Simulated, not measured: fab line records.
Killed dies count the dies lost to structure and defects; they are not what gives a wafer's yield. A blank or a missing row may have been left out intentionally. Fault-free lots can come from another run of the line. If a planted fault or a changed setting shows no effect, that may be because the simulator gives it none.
Matching of chambers :: flow sky130 :: 4 sister chambers for SKY_VIA3_CMP_02 on cmp-01
The step polishes SiO2. 14 wafers are shown with their chamber, then 7 later ones without.

## EACH WAFER AND ITS CHAMBER
wafer: L284.1
chamber: 1
motorCurrentA (A): 13.2
headPressurePsi (psi): 4.006

wafer: L284.3
chamber: 0
motorCurrentA (A): 13.0
headPressurePsi (psi): 3.996

wafer: L284.5
chamber: 0
motorCurrentA (A): 12.9
headPressurePsi (psi): 4.003

wafer: L285.1
chamber: 0
motorCurrentA (A): 13.6
headPressurePsi (psi): 3.987

wafer: L285.4
chamber: 2
motorCurrentA (A): 13.1
headPressurePsi (psi): 3.978

wafer: L285.6
chamber: 2
motorCurrentA (A): 12.7
headPressurePsi (psi): 3.986

wafer: L287.2
chamber: 3
motorCurrentA (A): 12.9
headPressurePsi (psi): 4.003

wafer: L287.3
chamber: 1
motorCurrentA (A): 13.1
headPressurePsi (psi): 4.007

wafer: L287.5
chamber: 1
motorCurrentA (A): 13.1
headPressurePsi (psi): 3.994

wafer: L294.1
chamber: 3
motorCurrentA (A): 12.9
headPressurePsi (psi): 3.986

wafer: L294.3
chamber: 1
motorCurrentA (A): 13.8
headPressurePsi (psi): 3.987

wafer: L294.5
chamber: 0
motorCurrentA (A): 12.7
headPressurePsi (psi): 4.009

wafer: L296.2
chamber: 2
motorCurrentA (A): 13.5
headPressurePsi (psi): 4.004

wafer: L296.4
chamber: 0
motorCurrentA (A): 13.0
headPressurePsi (psi): 3.999

SIGNATURES (averages over the wafers above)
reading: motorCurrentA
chamber 0: 13.040
chamber 1: 13.300
chamber 2: 13.100
chamber 3: 12.900
scatter within a chamber: 0.333

reading: headPressurePsi
chamber 0: 3.99880
chamber 1: 3.99850
chamber 2: 3.98933
chamber 3: 3.99450
scatter within a chamber: 0.0102
Rule: for each reading, subtract the chamber's mean from the wafer's reading, divide by that reading's scatter and square the result; add these up over the readings and take the root, which gives the wafer's distance from the chamber. The wafer belongs to the nearest chamber; if the next one is less than 2 further off, it can't be placed. The scatter is the square root of a quotient: the sum, over the shown wafers, of each reading's squared deviation from its chamber's mean, divided by wafers minus chambers.

## WAFERS MISSING THEIR CHAMBER
wafer: L296.5
motorCurrentA (A): 13.5
headPressurePsi (psi): 4.011

wafer: L299.3
motorCurrentA (A): 13.3
headPressurePsi (psi): 4.009

wafer: L299.4
motorCurrentA (A): 14.1
headPressurePsi (psi): 3.993

wafer: L299.5
motorCurrentA (A): 13.4
headPressurePsi (psi): 3.998

wafer: L306.1
motorCurrentA (A): 13.0
headPressurePsi (psi): 4.005

wafer: L306.5
motorCurrentA (A): 12.4
headPressurePsi (psi): 4.006

wafer: L306.6
motorCurrentA (A): 13.9
headPressurePsi (psi): 3.993

## WHICH CHAMBER EACH ONE RAN IN
wafer: L296.5
from the rows above: can't be placed: 1 or 0 or 3 or 2
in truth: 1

wafer: L299.3
from the rows above: can't be placed: 1 or 0 or 3 or 2
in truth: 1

wafer: L299.4
from the rows above: can't be placed: 1 or 2 or 0 or 3
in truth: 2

wafer: L299.5
from the rows above: can't be placed: 1 or 0 or 2 or 3
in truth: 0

wafer: L306.1
from the rows above: can't be placed: 0 or 3 or 1 or 2
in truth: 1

wafer: L306.5
from the rows above: can't be placed: 3 or 0 or 2 or 1
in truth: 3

wafer: L306.6
from the rows above: can't be placed: 1 or 2 or 0 or 3
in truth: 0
Placed correctly: 0 of 7. Unplaceable from these rows: 7, with the true chamber sitting among the candidates in 7. Placed wrongly: 0.
